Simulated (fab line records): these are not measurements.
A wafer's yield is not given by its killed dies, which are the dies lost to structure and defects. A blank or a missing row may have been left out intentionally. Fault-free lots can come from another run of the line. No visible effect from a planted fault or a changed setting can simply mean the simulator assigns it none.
A struck lot beside a sound one -- flow sky130 -- 21 out of 708 route steps
Sound: wafers L919.3, L919.4, L919.5. Wafers L929.1, L929.3, L929.6 were the ones struck. At the end, the cause is stated.
Each step with rows lists, per side, the tool, then ch with its chambers, then its first start. Under that, the readings that differ: sound wafers -- struck wafers -- difference of the means -- sigmas: that difference in standard deviations of wafers without a fault.
alike: readings with means less than 2 such deviations apart, plus words and numbers identical on both sides. not compared: withheld readings, readings lacking a value on some wafer, bounds such as >300 that could conceal the same value, and numbers that have no deviation in the record and whose values overlap.
Wherever a step has rows on one side only, a row that says differs or no value, or a row with sigmas, the two part there. Non-overlapping numbers with no deviation appear without sigmas and do not part them. Lack of a reading on every wafer of one side parts them only where that side has two or more wafers.

first, 1 step without rows for these wafers: SKY_RES_XHIGH_IMPLANT_07.
SKY_RES_XHIGH_STRIP_08: strips in O2/N2.
  sound on plasmaAsher-04 ch 0,1, day 28 01:49; struck on plasmaAsher-01 ch 0,1, day 31 14:20
  alike: drypumpMotorCurrentA, oesProductAu, stripTimeToEndpointS
  not compared: rfHoursCounterH
SKY_RES_XHIGH_TW_MEAS_09:
  struck on filmMetro-04, day 31 14:26; sound on filmMetro-02, day 28 01:55
reading,sound,struck,difference,sigmas
RES_XHIGH_TW,1616 1610 1612,1648 1651 1653,+38,+2
then, 7 steps without rows for these wafers: SKY_SD_N_DEHYDRATE_00 (time 60 s); SKY_SD_N_HMDS_01 (prime time 60 s); SKY_SD_N_COAT_02 (resist thk 1140 nm); SKY_SD_N_SOFTBAKE_03 (time 60 s); SKY_SD_N_EXPOSE_04 (exposes mask NSDM, target cd 380 nm); SKY_SD_N_PEB_05; SKY_SD_N_DEVELOP_06 (develop time 60 s).
SKY_SD_N_CD_MEAS_07 targets a cd of 380 nm.
  struck on cdSem-02, day 32 17:03; sound on cdSem-01, day 29 05:32
  alike: cdNm
SKY_SD_N_OVL_MEAS_08:
  struck on overlay-01, day 32 17:10; sound on overlay-02, day 29 05:37
  alike: SD_N_OVL
SKY_SD_N_IMPLANT_09:
  sound on implanter-04 ch 0, day 29 05:42; struck on implanter-04 ch 0, day 32 17:12
reading,sound,struck,difference,sigmas
beamEnergyKeV,50.007 49.990 49.983,32.879 32.889 32.879,-17.111,-99 or more
model.implant.rpNm (nm),30.82 30.82 30.82,23.08 23.08 23.08,-7.74,
model.implant.drpNm (nm),14.11 14.11 14.11,10.31 10.31 10.31,-3.80,
  alike: tiltDeg
next, for these wafers, 1 step has no rows: SKY_SD_N_IMPLANT_10.
SKY_SD_N_STRIP_11: strips in O2/N2.
  sound on plasmaAsher-03 ch 0,1, day 29 05:59; struck on plasmaAsher-04 ch 0,1, day 32 17:30
reading,sound,struck,difference,sigmas
oesProductAu (a.u.),0.530 0.533 0.528,0.569 0.565 0.566,+0.036,+7
stripTimeToEndpointS (s),22.54 22.54 22.56,19.93 19.92 19.89,-2.63,-63
  alike: drypumpMotorCurrentA
  not compared: rfHoursCounterH
SKY_SD_N_TW_MEAS_12:
  struck on filmMetro-03, day 32 17:36; sound on filmMetro-03, day 29 06:04
reading,sound,struck,difference,sigmas
SD_N_TW,3949 3991 3967,3617 3614 3616,-353,-10
then, 1 step without rows for these wafers: SKY_SD_N_CLEAN_13 (cleans in SC1/SC2, time 150 s).
SKY_SD_N_RTA_14: time 2 s.
  sound on rtpAnneal-02 ch 0, day 29 06:10; struck on rtpAnneal-01 ch 0, day 32 17:43
  alike: lampPowerPct, wafer_temp_C_max
SKY_SD_N_RS_MEAS_16: a four-point-probe measurement.
  struck on filmMetro-04, day 32 17:53; sound on filmMetro-04, day 29 06:22
reading,sound,struck,difference,sigmas
SD_N_RS (ohm/sq),68.59 68.70 68.64,82.96 82.90 82.92,+14.28,+99 or more
SKY_SD_N_RS_MEAS_17: a four-point-probe measurement.
  struck on filmMetro-04, day 32 18:01; sound on filmMetro-04, day 29 06:29
  alike: SD_P_RS
-- record jumps: 16 days separate the struck wafers' starts on either side; left off in module SD_N, taken up again in module PAD_OPEN, whose first shown step is the route's number 708 --
SKY_PAD_OPEN_PROBE_99:
  struck on prober-02, day 49 05:34; sound on prober-02, day 46 15:07
reading,sound,struck,difference,sigmas
model.etest.resNdiff.lineOhmUm,771.5 783.3 790.1,891.6 887.3 901.4,+111.8,
model.etest.sonosUncharged.rOnOhmUm,814.2 835.7 840.1,851.7 848.5 843.3,+17.8,
model.etest.resNdiff.rsOhmSq,122.4 123.1 122.4,139.7 139.3 139.3,+16.8,
model.etest.resNdiffHv.rsOhmSq,117.1 115.4 115.2,132.9 132.2 132.8,+16.7,
model.etest.nfet_01v8_lvt.vtSatV (V),0.5406 0.5435 0.5332,0.5615 0.5543 0.5584,+0.0190,
  alike: killed_at_M0_to_M3, killed_at_M4_up, killedAtContacts, killedAtFrontEnd, killedAtOther, killedDies, killedOpen, killedShort

== WHERE THEY PART ==
Last at SKY_SD_N_RS_MEAS_16 as far as this record goes, first at SKY_RES_XHIGH_TW_MEAS_09. Later steps at which nothing parts them and some readings are alike: SKY_SD_N_RS_MEAS_17, SKY_PAD_OPEN_PROBE_99.

WHY: what had been put in by the simulator
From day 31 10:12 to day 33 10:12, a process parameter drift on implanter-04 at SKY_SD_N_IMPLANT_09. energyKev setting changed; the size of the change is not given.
